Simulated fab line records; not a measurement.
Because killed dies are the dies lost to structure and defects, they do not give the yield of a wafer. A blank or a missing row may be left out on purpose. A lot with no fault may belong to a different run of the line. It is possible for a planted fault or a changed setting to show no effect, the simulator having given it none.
What tool caused it?	flow sky130	39 wafers from 13 lots sampled at 4 of the route's 708 steps

## WHAT THE GAUGES READ, wafer by wafer
SKY_CAPM_RS_MEAS_03: the measuring method here is four-point-probe.
lot	measured	on	CAPM_TIN_RS (ohm/sq)
L984	day 36 23:28	filmMetro-04	6.74 6.77 6.81
L983	day 37 04:01	filmMetro-03	6.92 6.92 6.93
L985	day 37 13:37	filmMetro-02	6.86 6.84 6.89
L989	day 38 15:27	filmMetro-02	6.88 6.87 6.89
L990	day 38 17:39	filmMetro-04	6.87 6.73 6.86
L992	day 39 07:03	filmMetro-03	6.95 6.92 6.94
L993	day 39 13:31	filmMetro-02	6.93 6.97 6.95
L994	day 39 23:45	filmMetro-02	6.93 6.87 6.82
L998	day 41 02:47	filmMetro-02	6.86 6.86 6.84
L999	day 41 15:34	filmMetro-04	6.98 6.95 6.93
L101	day 42 02:08	filmMetro-04	6.82 6.88 6.87
L105	day 43 06:06	filmMetro-02	6.86 6.83 6.85
L106	day 43 15:23	filmMetro-03	6.93 6.93 6.95

SKY_METAL4_CD_MEAS_13 targets a cd of 300 nm.
lot	measured	on	cdNm (nm)
L984	day 42 07:53	cdSem-02	300.6 298.1 299.0
L983	day 42 11:32	cdSem-01	299.3 298.7 297.7
L985	day 42 20:11	cdSem-02	300.2 301.6 300.0
L989	day 43 19:52	cdSem-02	299.8 301.0 302.0
L990	day 43 20:41	cdSem-02	299.0 298.5 300.1
L992	day 44 11:49	cdSem-02	300.2 298.8 298.4
L993	day 44 15:55	cdSem-01	300.5 299.2 300.6
L994	day 45 01:05	cdSem-02	300.1 300.8 298.8
L998	day 45 23:50	cdSem-02	299.5 298.9 299.1
L999	day 46 11:58	cdSem-01	299.8 300.9 301.0
L101	day 46 21:55	cdSem-01	300.7 299.9 301.1
L105	day 47 22:26	cdSem-02	300.5 300.9 301.8
L106	day 48 05:46	cdSem-02	298.5 299.1 298.1

## WHICH TOOL RAN EACH LOT (tool, then ch and the chambers of the sampled wafers, then the start)
lot	SKY_CAP2M_CVD_00	SKY_CAP2M_CLEAN_17
L984	pecvd-04 ch 0,1,2, day 40 07:10	wetBench-02 ch 2, day 41 07:50
L983	pecvd-04 ch 0,1,2, day 40 10:44	wetBench-01 ch 0, day 41 11:34
L985	pecvd-03 ch 0,1,2, day 40 20:31	wetBench-01 ch 2, day 41 20:48
L989	pecvd-04 ch 1,2, day 41 20:38	wetBench-04 ch 1, day 42 21:06
L990	pecvd-02 ch 0,1,2, day 41 22:26	wetBench-01 ch 2, day 42 22:35
L992	pecvd-03 ch 0,1,2, day 42 12:50	wetBench-02 ch 1, day 43 12:29
L993	pecvd-02 ch 0,2, day 42 17:54	wetBench-01 ch 1, day 43 17:26
L994	pecvd-03 ch 0,2, day 43 03:05	wetBench-01 ch 0, day 44 02:45
L998	pecvd-03 ch 0,1,2, day 44 04:07	wetBench-01 ch 2, day 45 02:29
L999	pecvd-04 ch 0,1,2, day 44 16:08	wetBench-01 ch 2, day 45 14:41
L101	pecvd-02 ch 1,2, day 45 02:33	wetBench-01 ch 3, day 46 00:32
L105	pecvd-03 ch 0,1,2, day 46 03:59	wetBench-02 ch 2, day 47 02:13
L106	pecvd-04 ch 1,2, day 46 12:38	wetBench-02 ch 3, day 47 09:37
- SKY_CAP2M_CVD_00: deposits SiO2, target thk 15.5 nm.
- SKY_CAP2M_CLEAN_17: cleans in O3/DIW.

## AS READ BY THE TOOLS THEMSELVES (means over the sampled wafers that have a number; for cases with no such wafer, the mark the record gives instead)
SKY_CAP2M_CVD_00.
lot	tool	heaterPowerW (W)
L984	pecvd-04	637
L983	pecvd-04	631
L985	pecvd-03	743
L989	pecvd-04	676
L990	pecvd-02	644
L992	pecvd-03	753
L993	pecvd-02	650
L994	pecvd-03	850
L998	pecvd-03	692
L999	pecvd-04	641
L101	pecvd-02	588
L105	pecvd-03	730
L106	pecvd-04	681

## THE ANSWER, worked out from the rows above alone
Rule: usual is defined by the lots themselves. The widest of any qualifying gaps counts: lots, ordered by their means at a reading, are off when they make up no more than a third of the lots, leave a main group of 4 or more, and stand apart from it by 3 or more times the standard deviation of that group's means. The tables above print the reading to a certain number of digits; a main group whose means all agree to those digits is not used. Also off: a lot with no number at a reading for which 4 or more lots have one. Where the step has rows for the other lots, those lots are counted as sound. The gauges are gone through in route order, then the tools' own readings, and for those a lot's mean is taken as printed above. The first step at which some lot is off is used, and at that step the reading that is off furthest; a lot without a number counts as furthest.
Across all readings shown, no lot is off: no conclusion can be drawn from this.

## WHAT THE SIMULATOR PUT IN
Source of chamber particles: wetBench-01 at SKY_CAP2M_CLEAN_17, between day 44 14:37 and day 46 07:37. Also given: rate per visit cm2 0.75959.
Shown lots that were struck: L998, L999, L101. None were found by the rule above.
